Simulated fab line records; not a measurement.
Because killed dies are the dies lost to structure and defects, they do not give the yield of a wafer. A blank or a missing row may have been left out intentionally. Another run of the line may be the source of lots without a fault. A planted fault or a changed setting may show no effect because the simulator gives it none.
Which tool did it? | flow sky130 | Sampling: 11 lots, 33 wafers, 5 of 708 route steps

WHAT THE GAUGES READ, wafer by wafer
SKY_GATE_OXIDE_THK_MEAS_02. Usual: GATE_OXIDE_OXIDATION_00_THK typically reads 10.14 nm, with standard deviation 0.2.
lot  | measured     | on            | GATE_OXIDE_OXIDATION_00_THK (nm) | flag
L797 | day 12 11:44 | film-metro-02 | 10.05 10.10 9.92                 |
L798 | day 13 16:12 | film-metro-01 | 9.94 10.05 10.08                 |
L799 | day 13 16:12 | film-metro-02 | 9.99 10.27 10.24                 |
L802 | day 14 11:35 | film-metro-01 | 10.32 10.36 10.29                |
L805 | day 15 13:35 | film-metro-02 | 9.99 10.10 10.08                 |
L806 | day 15 23:42 | film-metro-01 | 10.25 10.27 10.08                |
L807 | day 16 06:39 | film-metro-02 | 10.31 10.33 10.31                |
L813 | day 18 11:05 | film-metro-02 | 10.10 10.16 10.02                |
L817 | day 20 07:44 | film-metro-04 | 10.58 10.61 10.61                |
L819 | day 20 17:19 | film-metro-02 | 10.03 10.15 10.10                |
L820 | day 20 18:53 | film-metro-02 | 10.41 10.57 10.39                |

SKY_LDD_LDN_OVL_MEAS_07. Usual: LDD_LDN_OVL typically reads -0.5 nm, with standard deviation 1.5.
lot  | measured     | on         | LDD_LDN_OVL (nm) | flag
L797 | day 22 11:10 | overlay-01 | 0.1 -1.8 -0.5    |
L798 | day 23 20:00 | overlay-01 | 1.2 -1.0 0.6     |
L799 | day 23 18:19 | overlay-01 | 1.2 1.5 0.0      |
L802 | day 24 19:01 | overlay-02 | -2.1 -3.8 -3.4   |
L805 | day 25 21:05 | overlay-02 | -3.5 -3.5 -1.2   |
L806 | day 26 10:44 | overlay-02 | -1.8 0.0 -1.9    |
L807 | day 26 15:43 | overlay-02 | -1.5 0.9 -1.2    |
L813 | day 28 18:12 | overlay-01 | -1.1 1.4 -0.9    |
L817 | day 30 10:48 | overlay-01 | 0.7 0.4 3.6      |
L819 | day 30 19:14 | overlay-02 | -0.1 0.3 -0.5    |
L820 | day 30 21:32 | overlay-01 | -1.1 -1.4 -0.8   |

TOOL THAT RAN EACH LOT (tool first, then ch and the chambers of the sampled wafers, then the start)
lot  | SKY_VT_ADJUST_LVTN_COAT_13        | SKY_VT_ADJUST_LVTN_STRIP_20          | SKY_SONOS_ONO_ETCH_15
L797 | litho-track-04 ch 0, day 7 03:39  | plasma-asher-02 ch 0, day 7 14:22    | rie-diel-03 ch 0,2, day 12 09:59
L798 | litho-track-02 ch 0, day 8 00:31  | plasma-asher-04 ch 0,1, day 8 11:35  | rie-diel-02 ch 0,3, day 13 11:49
L799 | litho-track-01 ch 0, day 8 00:53  | plasma-asher-04 ch 0,1, day 8 11:53  | rie-diel-04 ch 0,1,3, day 13 12:02
L802 | litho-track-01 ch 0, day 8 11:26  | plasma-asher-04 ch 0,1, day 8 21:35  | rie-diel-04 ch 0,1,3, day 14 08:40
L805 | litho-track-04 ch 0, day 9 11:18  | plasma-asher-04 ch 0,1, day 9 21:49  | rie-diel-02 ch 0,2,3, day 15 10:44
L806 | litho-track-04 ch 0, day 9 23:24  | plasma-asher-02 ch 0,1, day 10 10:55 | rie-diel-03 ch 0,2, day 15 21:58
L807 | litho-track-04 ch 0, day 10 03:49 | plasma-asher-04 ch 0,1, day 10 14:31 | rie-diel-03 ch 0,2, day 16 02:14
L813 | litho-track-02 ch 0, day 12 00:43 | plasma-asher-01 ch 0,1, day 12 12:40 | rie-diel-04 ch 0,1, day 18 07:58
L817 | litho-track-02 ch 0, day 13 11:58 | plasma-asher-02 ch 0,1, day 14 01:11 | rie-diel-03 ch 2,3, day 20 05:35
L819 | litho-track-02 ch 0, day 13 21:08 | plasma-asher-02 ch 0,1, day 14 10:34 | rie-diel-02 ch 1,2, day 20 15:35
L820 | litho-track-04 ch 0, day 13 21:48 | plasma-asher-01 ch 0,1, day 14 11:52 | rie-diel-03 ch 0,2,3, day 20 17:10
- SKY_VT_ADJUST_LVTN_COAT_13: resist thk 1140 nm.
- SKY_VT_ADJUST_LVTN_STRIP_20: strips in O2/N2.
- SKY_SONOS_ONO_ETCH_15: etches the open film in CHF3/O2, target depth 19.52 nm, time 7.8 s.

AS READ BY THE TOOLS THEMSELVES (means over the sampled wafers that have a number; for cases with no such wafer, the mark the record gives instead)
SKY_VT_ADJUST_LVTN_COAT_13. Usual: resist-line-temp-C 22.98 C, standard deviation 0.1; spin-speed-rpm 3000.2 rpm, standard deviation 1.7.
lot  | tool           | resist-line-temp-C (C) | spin-speed-rpm (rpm) | flag
L797 | litho-track-04 | 22.96                  | 2999.8               |
L798 | litho-track-02 | 22.84                  | 2997.3               |
L799 | litho-track-01 | 23.03                  | 3001.1               |
L802 | litho-track-01 | 22.95                  | 3001.1               |
L805 | litho-track-04 | 22.91                  | 3001.9               |
L806 | litho-track-04 | 22.92                  | 2947.6               | OFF
L807 | litho-track-04 | 22.89                  | 2948.2               | OFF
L813 | litho-track-02 | 23.14                  | 3001.7               |
L817 | litho-track-02 | 22.94                  | 3002.0               |
L819 | litho-track-02 | 23.03                  | 3000.5               |
L820 | litho-track-04 | 22.78                  | 2998.4               |

SKY_VT_ADJUST_LVTN_STRIP_20. Usual: drypump-motor-current-A 5.6 A, standard deviation 0.39; oes-product-au 0.716 a.u., standard deviation 0.0048; strip-time-to-endpoint-s 14.19 s, standard deviation 0.033.
lot  | tool            | drypump-motor-current-A (A) | oes-product-au (a.u.) | strip-time-to-endpoint-s (s) | flag
L797 | plasma-asher-02 | 5.9                         | 0.720                 | 14.16                        |
L798 | plasma-asher-04 | 5.5                         | 0.719                 | 14.22                        |
L799 | plasma-asher-04 | 5.3                         | 0.713                 | 14.15                        |
L802 | plasma-asher-04 | 5.3                         | 0.714                 | 14.20                        |
L805 | plasma-asher-04 | 5.5                         | 0.714                 | 14.18                        |
L806 | plasma-asher-02 | 5.7                         | 0.725                 | 14.25                        |
L807 | plasma-asher-04 | 5.3                         | 0.716                 | 14.31                        | OFF
L813 | plasma-asher-01 | 6.0                         | 0.714                 | 14.20                        |
L817 | plasma-asher-02 | 5.6                         | 0.714                 | 14.20                        |
L819 | plasma-asher-02 | 5.7                         | 0.718                 | 14.19                        |
L820 | plasma-asher-01 | 5.6                         | 0.711                 | 14.20                        |

SKY_SONOS_ONO_ETCH_15. Usual: bias-w 200.1 W, standard deviation 0.55; drypump-motor-current-A 5.7 A, standard deviation 0.33; oes-product-au 1.000 a.u., standard deviation 0.01; throttle-valve-pct 8.825 %, standard deviation 0.0089.
lot  | tool        | bias-w (W) | drypump-motor-current-A (A) | oes-product-au (a.u.) | throttle-valve-pct (%) | flag
L797 | rie-diel-03 | 200.7      | 5.6                         | 1.012                 | 8.829                  |
L798 | rie-diel-02 | 199.8      | 5.7                         | 0.999                 | 8.823                  |
L799 | rie-diel-04 | 199.7      | 5.8                         | 0.995                 | 8.825                  |
L802 | rie-diel-04 | 200.2      | 5.8                         | 1.000                 | 8.819                  |
L805 | rie-diel-02 | 200.2      | 5.7                         | 1.003                 | 8.821                  |
L806 | rie-diel-03 | 200.1      | 5.6                         | 1.008                 | 8.815                  |
L807 | rie-diel-03 | 199.8      | 5.5                         | 1.008                 | 8.828                  |
L813 | rie-diel-04 | 199.5      | 5.8                         | 1.007                 | 8.830                  |
L817 | rie-diel-03 | 200.4      | 5.4                         | 1.004                 | 8.829                  |
L819 | rie-diel-02 | 200.5      | 5.5                         | 1.003                 | 8.828                  |
L820 | rie-diel-03 | 200.2      | 5.3                         | 0.997                 | 8.834                  |

THE ANSWER, worked out from the rows above alone
Rule: a lot is off if the mean of its wafers that have a number lies more than 3 standard deviations from the usual mean. Also off: a lot with no number at a reading for which 4 or more lots have one. Where the step has rows for the other lots, those lots are counted as sound. First the gauges in route order, then the tools' own readings, where a lot's mean is used as printed above. At the first step where some lot is off, the reading lying furthest off is the one used; lots without a number count as furthest.
Off, at SKY_VT_ADJUST_LVTN_COAT_13 on spin-speed-rpm: L806, L807.
If a tool, at that step or one of the process steps before it, ran each lot that is off and ran no sound lot following the first of them, it fits. Of those tried, none fits.

WHAT WAS PUT IN BY THE SIMULATOR
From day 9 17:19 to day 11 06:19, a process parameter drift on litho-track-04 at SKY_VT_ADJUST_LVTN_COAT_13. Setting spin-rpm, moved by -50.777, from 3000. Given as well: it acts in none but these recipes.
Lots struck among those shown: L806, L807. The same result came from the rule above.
